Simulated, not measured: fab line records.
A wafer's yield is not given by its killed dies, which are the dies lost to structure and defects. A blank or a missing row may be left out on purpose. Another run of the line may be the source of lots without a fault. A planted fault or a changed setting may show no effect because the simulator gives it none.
The tool behind it: which one?    flow gf180mcu    Sampling: 12 lots, 36 wafers, 6 of 602 route steps

WHAT THE GAUGES READ, wafer by wafer
GF_HV_LDD_CD_MEAS_19: the cd target is 400 nm.
lot   measured      on        cdNm (nm)
L606  day 11 02:11  cdSem-02  399.0 397.9 398.8
L607  day 11 11:58  cdSem-01  401.9 400.5 401.5
L608  day 11 17:56  cdSem-02  399.2 398.5 400.8
L610  day 12 08:56  cdSem-02  394.3 397.2 393.0
L611  day 12 18:07  cdSem-01  400.6 401.9 402.5
L614  day 13 19:12  cdSem-01  401.4 396.9 397.7
L616  day 14 05:11  cdSem-02  402.0 400.9 403.6
L618  day 14 20:17  cdSem-02  - - -
L623  day 16 12:20  cdSem-02  399.6 403.3 403.7
L624  day 16 18:56  cdSem-01  399.8 399.0 401.3
L626  day 17 11:35  cdSem-01  399.3 400.1 400.1
L628  day 17 21:26  cdSem-01  401.7 399.4 401.8

GF_HV_LDD_TW_MEAS_23.
lot   measured      on            HV_LDD_2_TW
L606  day 11 02:35  filmMetro-01  1049 1048 1058
L607  day 11 12:21  filmMetro-01  1051 1050 1056
L608  day 11 18:20  filmMetro-03  1058 1046 1052
L610  day 12 09:19  filmMetro-01  1064 1057 1057
L611  day 12 18:30  filmMetro-04  1049 1050 1052
L614  day 13 19:36  filmMetro-01  1063 1058 1059
L616  day 14 05:36  filmMetro-04  1042 1043 1043
L618  day 14 20:40  filmMetro-04  30 30 30
L623  day 16 12:44  filmMetro-04  1054 1053 1050
L624  day 16 19:19  filmMetro-04  1043 1057 1051
L626  day 17 11:59  filmMetro-04  1055 1064 1055
L628  day 17 21:50  filmMetro-03  1047 1046 1046

GF_HV_LDD_TW_MEAS_38.
lot   measured      on            HV_LDD_3_TW
L606  day 11 22:11  filmMetro-04  1438 1436 1441
L607  day 12 08:15  filmMetro-03  1425 1420 1410
L608  day 12 13:50  filmMetro-03  1419 1422 1423
L610  day 13 06:10  filmMetro-03  1431 1436 1439
L611  day 13 14:54  filmMetro-03  1435 1429 1436
L614  day 14 17:06  filmMetro-04  1424 1425 1426
L616  day 15 03:38  filmMetro-04  1428 1437 1438
L618  day 15 17:31  filmMetro-01  1592 1593 1587
L623  day 17 11:32  filmMetro-03  1420 1426 1427
L624  day 17 18:41  filmMetro-03  1424 1415 1420
L626  day 18 12:30  filmMetro-03  1431 1437 1435
L628  day 18 22:39  filmMetro-01  1430 1433 1433

GF_V2_BOW_MEAS_05.
lot   measured      on            V2_BOW (um)
L606  day 19 16:26  filmMetro-04  109 106 112
L607  day 20 03:30  filmMetro-01  83 92 93
L608  day 20 11:01  filmMetro-04  103 104 103
L610  day 21 06:29  filmMetro-04  107 109 99
L611  day 21 14:38  filmMetro-01  112 100 96
L614  day 22 22:37  filmMetro-01  106 103 105
L616  day 23 09:25  filmMetro-01  101 103 94
L623  day 25 16:55  filmMetro-01  95 105 114
L624  day 26 01:40  filmMetro-03  110 109 112
L626  day 26 16:01  filmMetro-03  94 101 100
L628  day 27 02:28  filmMetro-03  110 102 103

GF_M3_RS_MEAS_05: uses a four-point probe to measure.
lot   measured      on            M3_ALCU_RS (ohm/sq)
L606  day 20 18:21  filmMetro-01  0.0687 0.0684 0.0688
L607  day 21 05:07  filmMetro-03  0.0701 0.0696 0.0697
L608  day 21 12:53  filmMetro-02  0.0701 0.0695 0.0698
L610  day 22 08:12  filmMetro-02  0.0687 0.0688 0.0687
L611  day 22 15:44  filmMetro-01  0.0690 0.0690 0.0690
L614  day 23 23:20  filmMetro-02  0.0691 0.0689 0.0686
L616  day 24 09:31  filmMetro-03  0.0692 0.0691 0.0696
L623  day 26 15:18  filmMetro-01  0.0694 0.0687 0.0696
L624  day 26 23:52  filmMetro-02  0.0701 0.0704 0.0705
L626  day 27 13:52  filmMetro-02  0.0692 0.0695 0.0686
L628  day 27 23:28  filmMetro-02  0.0685 0.0688 0.0677

WHICH TOOL RAN EACH LOT (tool, then ch and the chambers of the sampled wafers, then the start)
lot   GF_HV_LDD_EXPOSE_16
L606  ilineStepper-01 ch 0, day 10 17:13
L607  ilineStepper-01 ch 0, day 11 03:01
L608  ilineStepper-02 ch 0, day 11 08:37
L610  ilineStepper-02 ch 0, day 11 23:13
L611  ilineStepper-01 ch 0, day 12 08:29
L614  ilineStepper-02 ch 0, day 13 09:32
L616  ilineStepper-02 ch 0, day 13 18:59
L618  ilineStepper-01 ch 0, day 14 09:59
L623  ilineStepper-01 ch 0, day 16 01:14
L624  ilineStepper-01 ch 0, day 16 07:38
L626  ilineStepper-01 ch 0, day 17 00:17
L628  ilineStepper-02 ch 0, day 17 10:29
- GF_HV_LDD_EXPOSE_16: exposes mask Pplus LV AREA, target cd 400 nm.

AS READ BY THE TOOLS THEMSELVES (means over the sampled wafers that have a number; for cases with no such wafer, the mark the record gives instead)
The record holds no such reading with a usual standard deviation.

THE ANSWER, worked out from the rows above alone
Rule: the lots themselves supply what counts as usual. The widest of any qualifying gaps counts: lots, ordered by their means at a reading, are off when they make up no more than a third of the lots, leave a main group of 4 or more, and stand apart from it by 3 or more times the standard deviation of that group's means. The tables above print the reading to a certain number of digits; a main group whose means all agree to those digits is not used. A lot without any number at a reading at which 4 lots or more have one is off too. Any other lot the step has rows for is counted as sound. After the gauges, taken in route order, come the tools' own readings; for these a lot's mean is taken, as printed above. The first step at which some lot is off is used, and at that step the reading that is off furthest; a lot without a number counts as furthest.
Off at GF_HV_LDD_CD_MEAS_19 (cdNm): L618. Without a number there: L618. The main group has a mean of 400.0 nm with a standard deviation of 2.
A tool fits if, at a process step before that reading, it ran every lot that is off, and no sound lot after the first of them. Not tried: the gauges at GF_HV_LDD_CD_MEAS_19; whatever is off there is also off at GF_HV_LDD_TW_MEAS_23, on other tools, and gauge error can't account for it. Not one of the candidates tried fits.

WHAT THE SIMULATOR HAD PUT IN
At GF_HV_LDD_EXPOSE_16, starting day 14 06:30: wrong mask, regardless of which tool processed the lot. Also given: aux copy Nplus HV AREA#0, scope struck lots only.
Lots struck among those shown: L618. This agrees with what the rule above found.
